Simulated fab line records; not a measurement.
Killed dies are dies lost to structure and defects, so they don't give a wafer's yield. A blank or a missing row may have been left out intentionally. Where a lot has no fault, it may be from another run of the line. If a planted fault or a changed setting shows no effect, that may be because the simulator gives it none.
Struck lot and sound lot, side by side | flow sfq-line | 41 steps out of a route of 325
Sound: these wafers, L441.1, L441.4, L441.6. Wafers L434.2, L434.5, L434.6 were the ones struck. The cause is named last.
Order at every step that has rows: each side's tool, ch and its chambers, its first start. Under that, the readings that differ: sound wafers | struck wafers | difference of the means | sigmas: that difference in standard deviations of wafers without a fault.
alike: readings whose means differ by less than 2 such deviations, and words and numbers that are the same on both sides. not compared: withheld readings, readings that some wafer has no value for, bounds like >300 that may hide the same value, and numbers for which the record gives no deviation and whose values overlap.
The two part at a step that has a row with sigmas, a row that says differs or no value, or rows on one side only. Non-overlapping numbers with no deviation appear without sigmas and do not part them. A reading that every wafer of one side lacks parts them only if that side has two wafers or more.

first, 2 steps without rows for these wafers: SFQ_TRILAYER_I6_VIA_STRIP_SOLV_CLEAN_174 (cleans in NMP, time 600 s); SFQ_TRILAYER_M7_DEP_PRE_CLEAN_176 (time 22.5 s).
SFQ_TRILAYER_M7_DEP_SPUTTER_175: material Nb, target thk 200 nm, time 133.3 s.
  struck on pvd-sputter-03, day 69 12:31; sound on pvd-sputter-03, day 70 17:25
  alike: throttle-valve-pct
SFQ_M7_RS_MEAS_943: measures by four-point-probe.
  struck on film-metro-03, day 69 12:38; sound on film-metro-02, day 70 17:31
  alike: M7_NB_RS
then, 6 steps without rows for these wafers: SFQ_TRILAYER_M7_LITHO_COAT_182 (resist thk 62 nm); SFQ_TRILAYER_M7_LITHO_COAT_177 (resist thk 600 nm); SFQ_TRILAYER_M7_LITHO_SOFTBAKE_181; SFQ_TRILAYER_M7_LITHO_EXPOSE_178 (exposes mask M7, target cd 500 nm); SFQ_TRILAYER_M7_LITHO_PEB_180 (peb time 60 s); SFQ_TRILAYER_M7_LITHO_DEVELOP_179 (time 60 s).
SFQ_M7_OVL_MEAS_945:
  struck on overlay-02, day 69 20:02; sound on overlay-02, day 70 21:14
  alike: M7_OVL
SFQ_TRILAYER_M7_BARC_OPEN_METAL_ETCH_229: etches BARC in O2, target depth 125 nm, time 41.7 s.
  sound on rie-metal-01 ch 0,1, day 70 21:16; struck on rie-metal-04 ch 0,1, day 69 20:04
  no value came back on the struck wafers for any of 5 readings (bias-w (W), chamber-pressure-mTorr (mTorr) and others); on the sound wafers bias-w (W) reads 80.50 80.15 80.04
  reading                                             | sound           | struck          | difference | sigmas
  model.KrF_of_TRILAYER_M7_LITHO_COAT_177.thk-nm (nm) | 525.6 526 524.4 | 574.7 572.3 573 | +48.0      |
  not compared: rf-hours-counter-h
SFQ_TRILAYER_M7_ETCH_METAL_ETCH_180: etches Nb in Cl2/Ar, stops on SiO2, target depth 240 nm, time 120 s.
  sound on rie-metal-01 ch 0,1, day 70 21:19; struck on rie-metal-04 ch 0,1, day 69 20:07
  reading                                             | sound             | struck            | difference | sigmas
  oes-product-au (a.u.)                               | 0.891 0.896 0.894 | 0.378 0.374 0.374 | -0.518     | -70
  model.KrF_of_TRILAYER_M7_LITHO_COAT_177.thk-nm (nm) | 384.2 384.9 382.5 | 431.6 429 432.1   | +47.0      |
  alike: bias-w, chamber-pressure-mTorr, drypump-motor-current-A, he-backside-leak-sccm
  not compared: rf-hours-counter-h
SFQ_TRILAYER_M7_STRIP_STRIP_181: strips in O2.
  sound on rie-metal-01 ch 0,1, day 70 21:27; struck on rie-metal-04 ch 0,1, day 69 20:15
  alike: drypump-motor-current-A, he-backside-leak-sccm, oes-product-au
  not compared: rf-hours-counter-h
then, 1 step without rows for these wafers: SFQ_TRILAYER_M7_STRIP_SOLV_CLEAN_182 (cleans in NMP, time 600 s).
SFQ_TRILAYER_I7_DEP_PECVD_183: deposits SiO2 from SiH4/N2O, time 111.11 s, target thk 500 nm.
  sound on pecvd-04 ch 1,2, day 70 22:13; struck on pecvd-01 ch 0,1,2, day 69 21:01
  alike: heater-power-w, showerhead-vpp-V, throttle-valve-pct
then, 1 step without rows for these wafers: SFQ_TRILAYER_I7_CMP_CMP_184 (polishes SiO2).
SFQ_I7_BOW_MEAS_946:
  struck on film-metro-01, day 70 00:07; sound on film-metro-03, day 71 01:18
  alike: I7_BOW
SFQ_TRILAYER_I7_METRO_MEASURE_185:
  struck on film-metro-01, day 70 00:25; sound on film-metro-03, day 71 01:25
  alike: thk-nm
then, 3 steps without rows for these wafers: SFQ_TRILAYER_I7_VIA_LITHO_COAT_192 (resist thk 62 nm); SFQ_TRILAYER_I7_VIA_LITHO_COAT_187 (resist thk 650 nm); SFQ_TRILAYER_I7_VIA_LITHO_SOFTBAKE_191.
-- the record jumps here: 5 days lie between the struck wafers' starts before and after --
SFQ_TRILAYER_I7_VIA_LITHO_EXPOSE_188: exposes mask I7, target cd 1000 nm.
  struck on krf-scanner-01, day 75 06:46; sound on krf-scanner-02 ch 0, day 76 04:20
  no value came back on the struck wafers for exposure-dose-mJ-cm2, focus-offset-nm (nm); on the sound wafers exposure-dose-mJ-cm2 reads 21.292 21.309 21.315
  alike: mask
then, 2 steps without rows for these wafers: SFQ_TRILAYER_I7_VIA_LITHO_PEB_190 (peb time 60 s); SFQ_TRILAYER_I7_VIA_LITHO_DEVELOP_189 (time 60 s).
SFQ_I7_OVL_MEAS_947:
  struck on overlay-01, day 75 08:05; sound on overlay-02, day 76 05:50
  reading     | sound      | struck | difference                    | sigmas
  I7_OVL (nm) | -15 -13 -8 | - - -  | no value on the struck wafers |
then, 1 step without rows for these wafers: SFQ_TRILAYER_I7_VIA_BARC_OPEN_VIA_ETCH_260 (etches BARC in O2, target depth 125 nm, time 41.7 s).
SFQ_TRILAYER_I7_VIA_ETCH_VIA_ETCH_190: etches SiO2 in CHF3, stops on Nb, target depth 260 nm.
  sound on rie-diel-03 ch 0,2, day 76 05:55; struck on rie-diel-01 ch 0,1,2, day 75 08:09
  reading               | sound             | struck            | difference | sigmas
  oes-product-au (a.u.) | 0.854 0.854 0.858 | 0.371 0.375 0.377 | -0.481     | -86
  alike: bias-w, chamber-pressure-mTorr, drypump-motor-current-A
then, 8 steps without rows for these wafers: SFQ_TRILAYER_I7_VIA_STRIP_STRIP_191 (strips in O2); SFQ_TRILAYER_I7_VIA_STRIP_SOLV_CLEAN_192 (cleans in NMP, time 600 s); SFQ_TRILAYER_M8_LITHO_LOR_COAT_197; SFQ_TRILAYER_M8_LITHO_LOR_BAKE_198; SFQ_TRILAYER_M8_LITHO_COAT_193 (resist thk 600 nm); SFQ_TRILAYER_M8_LITHO_SOFTBAKE_199; SFQ_TRILAYER_M8_LITHO_PEB_196 (peb time 60 s); SFQ_TRILAYER_M8_LITHO_DEVELOP_195 (img clear 15 s, time 55 s).
-- the record jumps here: 4 days lie between the struck wafers' starts before and after --
SFQ_M8_OVL_MEAS_948:
  struck on overlay-01, day 79 10:41; sound on overlay-01, day 80 05:53
  reading     | sound | struck | difference                    | sigmas
  M8_OVL (nm) | 4 1 4 | - - -  | no value on the struck wafers |
then, 3 steps without rows for these wafers: SFQ_TRILAYER_M8_DEP_EVAP_197 (material Ti, target thk 20 nm, time 100 s); SFQ_TRILAYER_M8_DEP_EVAP_198 (material Pt, target thk 50 nm, time 250 s); SFQ_TRILAYER_M8_DEP_EVAP_196 (material Au, target thk 180 nm, time 900 s).
SFQ_M8_BOW_MEAS_951:
  struck on film-metro-03, day 79 11:50; sound on film-metro-03, day 80 07:01
  reading                       | sound                | struck            | difference | sigmas
  model.etest.m8.ohm-sq         | 0.1525 0.1526 0.1516 | 1e+06 1e+06 1e+06 | +1e+06     |
  model.etest.i7.link-ohm       | 1.043 1.037 1.04     | 1e+06 1e+06 1e+06 | +1e+06     |
  model.etest.m7.comb-log10-ohm | 12 12 12             | 0 0 0             | -12        |
  alike: M8_BOW

WHERE THEY PART
At SFQ_TRILAYER_M7_BARC_OPEN_METAL_ETCH_229 first; at SFQ_M8_OVL_MEAS_948 last (within this record only). Later steps at which nothing parts them and some readings are alike: SFQ_M8_BOW_MEAS_951.

WHY: the cause the simulator had injected
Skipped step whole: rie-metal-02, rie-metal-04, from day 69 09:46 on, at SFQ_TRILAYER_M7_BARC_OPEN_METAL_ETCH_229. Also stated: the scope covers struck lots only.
